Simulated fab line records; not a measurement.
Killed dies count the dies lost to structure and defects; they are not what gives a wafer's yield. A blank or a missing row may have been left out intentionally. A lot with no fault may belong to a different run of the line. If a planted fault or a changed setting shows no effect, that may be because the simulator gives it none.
Chamber matching | flow sky130 | SKY_VIA4_HDPCVD_00 on hdpcvd-01: 3 sister chambers
The step deposits SiO2, target thk 1750 nm, time 291.7 s. 6 wafers are shown with their chamber, then 7 later ones without.

## EACH WAFER AND ITS CHAMBER
wafer  | chamber | runLengthS (s) | sih4FlowSccm (sccm)
L265.4 | 1       | 319.4          | 60.07
L265.6 | 2       | 320.1          | 59.95
L267.4 | 1       | 319.4          | 59.97
L267.5 | 0       | 319.7          | 60.23
L278.2 | 0       | 319.7          | 60.31
L278.3 | 2       | 320.2          | 60.37

## WAFERS WITHOUT THEIR CHAMBER
wafer  | runLengthS (s) | sih4FlowSccm (sccm)
L278.4 | 320.5          | 60.06
L279.4 | 319.5          | 60.04
L279.5 | 320.6          | 60.05
L279.6 | 319.3          | 59.70
L280.1 | 320.2          | 59.88
L280.4 | 319.3          | 59.92
L280.6 | 319.7          | 60.01

## WHICH CHAMBER EACH ONE RAN IN
wafer  | from the rows above | in truth
L278.4 | 2                   | 2
L279.4 | 1                   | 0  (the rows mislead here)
L279.5 | 2                   | 2
L279.6 | 1                   | 1
L280.1 | 2                   | 2
L280.4 | 1                   | 1
L280.6 | 0                   | 0
Correctly placed: 6 of 7. Not placeable from these rows: 0. Number placed wrongly: 1.
How it was worked out, from the rows above alone: a wafer's distance from a chamber is the root of the sum, over the readings, of the square of ((its reading less the chamber's mean) divided by the reading's scatter). The wafer belongs to the nearest chamber; if the next one is less than 2 further off, it can't be placed. The mean given for a chamber averages the wafers shown for that chamber. The scatter: take each reading less its chamber's mean, square it, sum over the shown wafers, divide by the number of wafers less the number of chambers, and take the root.
